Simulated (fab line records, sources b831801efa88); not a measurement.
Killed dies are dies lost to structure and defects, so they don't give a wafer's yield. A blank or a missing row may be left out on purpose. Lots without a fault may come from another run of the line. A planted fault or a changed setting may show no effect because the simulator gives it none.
Which tool did it? | flow sky130 | 10 lots, 30 wafers sampled, at 5 steps of a route of 708

WHAT THE GAUGES READ, wafer by wafer
SKY_METAL1_CD_MEAS_15: target cd 140 nm.
lot  | measured     | on        | cd_nm (nm)
L111 | day 33 02:41 | cd_sem-01 | 139.6 140.3 140.4
L115 | day 34 10:15 | cd_sem-02 | 138.5 139.0 139.8
L116 | day 34 12:26 | cd_sem-02 | 140.6 138.7 138.7
L117 | day 34 22:21 | cd_sem-02 | 139.8 139.5 140.0
L118 | day 35 15:49 | cd_sem-02 | 137.5 138.2 136.8
L119 | day 35 16:08 | cd_sem-01 | 140.1 139.1 138.9
L123 | day 36 23:44 | cd_sem-02 | 143.1 140.5 140.9
L125 | day 37 12:28 | cd_sem-02 | 138.5 139.7 139.1
L131 | day 39 05:31 | cd_sem-02 | 137.3 138.2 137.2
L132 | day 39 22:29 | cd_sem-01 | 138.9 139.3 140.4

SKY_VIA1_RS_MEAS_22: measures by four-point-probe.
lot  | measured     | on            | VIA1_W_RS (ohm/sq)
L111 | day 34 07:53 | film_metro-02 | 0.426 0.428 0.432
L115 | day 35 13:57 | film_metro-03 | 0.429 0.425 0.424
L116 | day 35 16:11 | film_metro-02 | 0.424 0.424 0.429
L117 | day 36 02:17 | film_metro-01 | 0.424 0.432 0.427
L118 | day 36 20:37 | film_metro-03 | 0.428 0.436 0.433
L119 | day 36 20:40 | film_metro-01 | 0.429 0.424 0.430
L123 | day 38 04:22 | film_metro-03 | 0.385 0.382 0.387
L125 | day 38 15:26 | film_metro-01 | 0.381 0.376 0.385
L131 | day 40 08:34 | film_metro-01 | 0.423 0.426 0.429
L132 | day 41 01:32 | film_metro-03 | 0.424 0.427 0.428

SKY_VIA1_THK_MEAS_23: measures by xrf.
lot  | measured     | on            | VIA1_W_THK (nm)
L111 | day 34 08:00 | film_metro-02 | 277 274 272
L115 | day 35 14:02 | film_metro-03 | 275 277 278
L116 | day 35 16:18 | film_metro-02 | 278 280 276
L117 | day 36 02:23 | film_metro-01 | 279 274 276
L118 | day 36 20:44 | film_metro-03 | 276 271 272
L119 | day 36 20:47 | film_metro-01 | 274 278 276
L123 | day 38 04:28 | film_metro-03 | 309 313 306
L125 | day 38 15:34 | film_metro-01 | 309 314 308
L131 | day 40 08:40 | film_metro-01 | 278 276 274
L132 | day 41 01:39 | film_metro-03 | 274 273 272

WHICH TOOL RAN EACH LOT (tool, then ch and the chambers of the sampled wafers, then the start)
lot  | SKY_CONTACT_CMP_27            | SKY_VIA1_CVD_21
L111 | cmp-02 ch 0,1, day 31 23:20   | cvd_w-02 ch 0,1, day 34 07:47
L115 | cmp-01 ch 0,3, day 33 07:34   | cvd_w-02 ch 0,1, day 35 13:49
L116 | cmp-01 ch 1,2, day 33 10:01   | cvd_w-01 ch 0,1, day 35 16:05
L117 | cmp-01 ch 0,1,2, day 33 19:14 | cvd_w-02 ch 0,1, day 36 02:11
L118 | cmp-02 ch 0,3, day 34 13:57   | cvd_w-01 ch 0,1, day 36 20:31
L119 | cmp-02 ch 0,1,2, day 34 14:25 | cvd_w-02 ch 0,1, day 36 20:35
L123 | cmp-02 ch 0,1,3, day 35 20:49 | cvd_w-02 ch 0,1, day 38 04:16
L125 | cmp-01 ch 0,1,3, day 36 09:59 | cvd_w-02 ch 0,1, day 38 15:20
L131 | cmp-02 ch 1,2,3, day 38 04:09 | cvd_w-01 ch 0,1, day 40 08:28
L132 | cmp-01 ch 0,2,3, day 38 21:46 | cvd_w-01 ch 0,1, day 41 01:26
- SKY_CONTACT_CMP_27: polishes, stops on SiO2, t overpolish 15 s, target thk 0 nm.
- SKY_VIA1_CVD_21: deposits W, target thk 270 nm, time 80.902 s.

WHAT THE TOOLS THEMSELVES READ (means of the sampled wafers that have a number; where no wafer has one, the mark that the record gives instead)
SKY_CONTACT_CMP_27.
lot  | tool   | motor_current_A (A) | overpolish_run_s (s) | retaining_ring_pressure_frac | time_to_endpoint_s (s)
L111 | cmp-02 | 10.4                | 15.003               | 1.004                        | 88.5
L115 | cmp-01 | 11.3                | 14.994               | 1.000                        | 81.1
L116 | cmp-01 | 11.8                | 15.000               | 1.000                        | 77.5
L117 | cmp-01 | 12.1                | 15.000               | 0.991                        | 80.5
L118 | cmp-02 | 11.8                | 15.001               | 1.000                        | 83.0
L119 | cmp-02 | 10.2                | 15.013               | 0.994                        | 85.1
L123 | cmp-02 | 11.4                | 14.999               | 0.999                        | 82.3
L125 | cmp-01 | 11.8                | 14.997               | 0.994                        | 80.4
L131 | cmp-02 | 10.8                | 15.005               | 1.000                        | 77.1
L132 | cmp-01 | 11.0                | 15.000               | 1.002                        | 83.5

SKY_VIA1_CVD_21.
lot  | tool     | chamber_pressure_Torr (Torr) | heater_power_w (W)
L111 | cvd_w-02 | 40.04                        | 873
L115 | cvd_w-02 | 39.98                        | 907
L116 | cvd_w-01 | 39.99                        | 977
L117 | cvd_w-02 | 40.01                        | 900
L118 | cvd_w-01 | 39.97                        | 926
L119 | cvd_w-02 | 40.12                        | 879
L123 | cvd_w-02 | 49.70                        | 906
L125 | cvd_w-02 | 49.50                        | 888
L131 | cvd_w-01 | 40.05                        | 919
L132 | cvd_w-01 | 40.10                        | 925

THE ANSWER, worked out from the rows above alone
Rule: what is usual is taken from the lots themselves. Put in order of their means at a reading, lots are off if they are a third of the lots or fewer, leave a main group of 4 or more, and stand apart from it by a gap of 3 or more times the standard deviation of the main group's means; of several such gaps the widest counts. A main group whose means are all the same, to the digits that the tables above print for the reading, isn't used. A lot without any number at a reading at which 4 lots or more have one is off too. The other lots that the step has rows for count as sound. The gauges are gone through in route order, then the tools' own readings, and for those a lot's mean is taken as printed above. The first step at which some lot is off is used, and at that step the reading that is off furthest; a lot without a number counts as furthest.
Off: L123, L125, at SKY_VIA1_RS_MEAS_22 (VIA1_W_RS). The main group: mean 0.428 ohm/sq, standard deviation 0.0021.
A tool fits if, at a process step before that reading, it ran every lot that is off, and no sound lot after the first of them. The gauges at SKY_VIA1_RS_MEAS_22 aren't tried: what is off there is off at SKY_VIA1_CVD_21 too, on other tools, and a gauge's error can't cause that. One fits: cvd_w-02 at SKY_VIA1_CVD_21. Its last sound lot is L119 (day 36 20:35), its first lot that is off L123 (day 38 04:16): a fault that began between those two fits.
The tool's own readings at SKY_VIA1_CVD_21 bear it out: on the lots that are off they differ by more than 5 times the standard deviation of the sound lots' means. chamber_pressure_Torr reads 49.60 Torr there against 40.03 Torr on the sound lots.

WHAT THE SIMULATOR HAD PUT IN
Process parameter drift: cvd_w-02, from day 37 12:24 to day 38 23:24, at SKY_VIA1_CVD_21. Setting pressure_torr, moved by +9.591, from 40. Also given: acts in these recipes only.
Lots struck among those shown: L123, L125. The rule above found the same.
